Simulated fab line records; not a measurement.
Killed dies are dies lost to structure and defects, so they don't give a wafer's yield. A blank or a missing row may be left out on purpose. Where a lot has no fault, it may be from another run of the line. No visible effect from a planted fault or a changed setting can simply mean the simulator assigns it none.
Split-lot trial || flow sky130 || 5 lots, 23 wafers read, on a route of 708 steps

SPLIT DETAILS
At SKY_SD_P_IMPLANT_09, the setting energyKev was moved away from the recipe's 20 on 8 of the 23 wafers read, by +4.1% to +4.9%. For the rest of the wafers, this setting stayed at what the recipe calls for.

FROM THE SPLIT TO THE READING: what the file shows between them, 3 steps
- SKY_SD_P_STRIP_10: strips in O2/N2
- SKY_SD_N_STRIP_11: strips in O2/N2 (also split here: o2FlowSccm)
- SKY_SD_N_CLEAN_13: cleans in SC1/SC2, time 150 s

THE READING
SD_P_RS (ohm/sq), read at SKY_SD_N_RS_MEAS_17 with a four-point probe. On this fab line, fault-free wafers typically give 147.2 ohm/sq with a standard deviation of 0.39 ohm/sq.

{"wafer": "L077.1", "tool, chamber at the split": "implanter-04, 0", "energyKev as run": 20, "against the recipe": "recipe", "SD_P_RS, ohm/sq": 147.6, "against lot-mates on the recipe": "-"}
{"wafer": "L077.4", "tool, chamber at the split": "implanter-04, 0", "energyKev as run": 20, "against the recipe": "recipe", "SD_P_RS, ohm/sq": 147.5, "against lot-mates on the recipe": "-"}
{"wafer": "L077.5", "tool, chamber at the split": "implanter-04, 0", "energyKev as run": 20, "against the recipe": "recipe", "SD_P_RS, ohm/sq": 147.5, "against lot-mates on the recipe": "-"}
{"wafer": "L079.1", "tool, chamber at the split": "implanter-04, 0", "energyKev as run": 20.98, "against the recipe": "+4.9%", "SD_P_RS, ohm/sq": 143.8, "against lot-mates on the recipe": -3.2}
{"wafer": "L079.2", "tool, chamber at the split": "implanter-04, 0", "energyKev as run": 20, "against the recipe": "recipe", "SD_P_RS, ohm/sq": 147.0, "against lot-mates on the recipe": "-"}
{"wafer": "L079.4", "tool, chamber at the split": "implanter-04, 0", "energyKev as run": 20.98, "against the recipe": "+4.9%", "SD_P_RS, ohm/sq": 144.1, "against lot-mates on the recipe": -3.0}
{"wafer": "L079.5", "tool, chamber at the split": "implanter-04, 0", "energyKev as run": 20.98, "against the recipe": "+4.9%", "SD_P_RS, ohm/sq": 144.2, "against lot-mates on the recipe": -2.9}
{"wafer": "L079.6", "tool, chamber at the split": "implanter-04, 0", "energyKev as run": 20, "against the recipe": "recipe", "SD_P_RS, ohm/sq": 147.1, "against lot-mates on the recipe": "-"}
{"wafer": "L082.1", "tool, chamber at the split": "implanter-01, 0", "energyKev as run": 20, "against the recipe": "recipe", "SD_P_RS, ohm/sq": 147.4, "against lot-mates on the recipe": "-"}
{"wafer": "L082.2", "tool, chamber at the split": "implanter-01, 0", "energyKev as run": 20, "against the recipe": "recipe", "SD_P_RS, ohm/sq": 147.0, "against lot-mates on the recipe": "-"}
{"wafer": "L082.4", "tool, chamber at the split": "implanter-01, 0", "energyKev as run": 20, "against the recipe": "recipe", "SD_P_RS, ohm/sq": 146.9, "against lot-mates on the recipe": "-"}
{"wafer": "L082.5", "tool, chamber at the split": "implanter-01, 0", "energyKev as run": 20, "against the recipe": "recipe", "SD_P_RS, ohm/sq": 147.2, "against lot-mates on the recipe": "-"}
{"wafer": "L082.6", "tool, chamber at the split": "implanter-01, 0", "energyKev as run": 20, "against the recipe": "recipe", "SD_P_RS, ohm/sq": 147.3, "against lot-mates on the recipe": "-"}
{"wafer": "L083.1", "tool, chamber at the split": "implanter-04, 0", "energyKev as run": 20, "against the recipe": "recipe", "SD_P_RS, ohm/sq": 147.0, "against lot-mates on the recipe": "-"}
{"wafer": "L083.2", "tool, chamber at the split": "implanter-04, 0", "energyKev as run": 20.82, "against the recipe": "+4.1%", "SD_P_RS, ohm/sq": 144.1, "against lot-mates on the recipe": -2.8}
{"wafer": "L083.3", "tool, chamber at the split": "implanter-04, 0", "energyKev as run": 20, "against the recipe": "recipe", "SD_P_RS, ohm/sq": 146.9, "against lot-mates on the recipe": "-"}
{"wafer": "L083.4", "tool, chamber at the split": "implanter-04, 0", "energyKev as run": 20.82, "against the recipe": "+4.1%", "SD_P_RS, ohm/sq": 144.0, "against lot-mates on the recipe": -2.9}
{"wafer": "L083.6", "tool, chamber at the split": "implanter-04, 0", "energyKev as run": 20, "against the recipe": "recipe", "SD_P_RS, ohm/sq": 146.8, "against lot-mates on the recipe": "-"}
{"wafer": "L085.1", "tool, chamber at the split": "implanter-01, 0", "energyKev as run": 20, "against the recipe": "recipe", "SD_P_RS, ohm/sq": 147.6, "against lot-mates on the recipe": "-"}
{"wafer": "L085.2", "tool, chamber at the split": "implanter-01, 0", "energyKev as run": 20, "against the recipe": "recipe", "SD_P_RS, ohm/sq": 147.6, "against lot-mates on the recipe": "-"}
{"wafer": "L085.4", "tool, chamber at the split": "implanter-01, 0", "energyKev as run": 20.93, "against the recipe": "+4.6%", "SD_P_RS, ohm/sq": 144.9, "against lot-mates on the recipe": -2.7}
{"wafer": "L085.5", "tool, chamber at the split": "implanter-01, 0", "energyKev as run": 20.93, "against the recipe": "+4.6%", "SD_P_RS, ohm/sq": 144.5, "against lot-mates on the recipe": -3.1}
{"wafer": "L085.6", "tool, chamber at the split": "implanter-01, 0", "energyKev as run": 20.93, "against the recipe": "+4.6%", "SD_P_RS, ohm/sq": 144.2, "against lot-mates on the recipe": -3.4}

FIT RESULTS
A straight line over all 23 wafers: SD_P_RS changes by -0.647 ohm/sq for each +1% of energyKev; r = -0.98; the points scatter about the line by 0.33 ohm/sq.
The same after taking each lot's own level away (the mean of its wafers on the recipe; 23 wafers): -0.647 ohm/sq for each +1%; r = -0.99; scatter 0.18 ohm/sq.
According to that fit, moving energyKev by its largest amount changes the reading by 3.2 ohm/sq.
The lots' own levels span 146.90 to 147.60 ohm/sq, that is 1.8 times the standard deviation above.
The two slopes agree, so the slope changes little with the lot-to-lot level.
Check: -3.16 ohm/sq against its lot-mates is what the line predicts for one of the wafers moved furthest among these (+4.9%) when that wafer is left out of the fit. It came out at -3.25 ohm/sq against them.

ADDITIONAL SPLITS CARRIED BY THESE WAFERS
Before the reading, these wafers also passed through other splits. Each is held against what the fit with the lots' levels taken away leaves over:
{"other split on the same wafers": "SKY_SD_P_DEVELOP_06 developTimeS", "wafers away from the commonest value": 12, "r with SD_P_RS (lot level and that fit taken away)": -0.10}
{"other split on the same wafers": "SKY_SD_N_STRIP_11 o2FlowSccm", "wafers away from the commonest value": 7, "r with SD_P_RS (lot level and that fit taken away)": "+0.19"}

THE WHOLE CHAIN: every reading that the file lists as answering this split, in the file's order
{"step": "SKY_SD_P_IMPLANT_09", "what it does": "", "reading": "implant.rpNm (the simulator's own value, which no gauge read)", "change (the file's fit)": "+0.135 nm for each +1% of the setting", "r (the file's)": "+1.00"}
{"step": "SKY_SD_P_IMPLANT_09", "what it does": "", "reading": "implant.drpNm (the simulator's own value, which no gauge read)", "change (the file's fit)": "+0.068 nm for each +1% of the setting", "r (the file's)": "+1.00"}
{"step": "SKY_SD_P_STRIP_10", "what it does": "strips in O2/N2", "reading": "stripTimeToEndpointS", "change (the file's fit)": "withheld for each +1% of the setting", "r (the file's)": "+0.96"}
{"step": "SKY_SD_N_RS_MEAS_17", "what it does": "measures by four-point-probe", "reading": "SD_P_RS", "change (the file's fit)": "-0.652 for each +1% of the setting", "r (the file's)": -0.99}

FILE'S OWN FIT
SD_P_RS changes by -0.652 ohm/sq for each +1% of energyKev, r = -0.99.
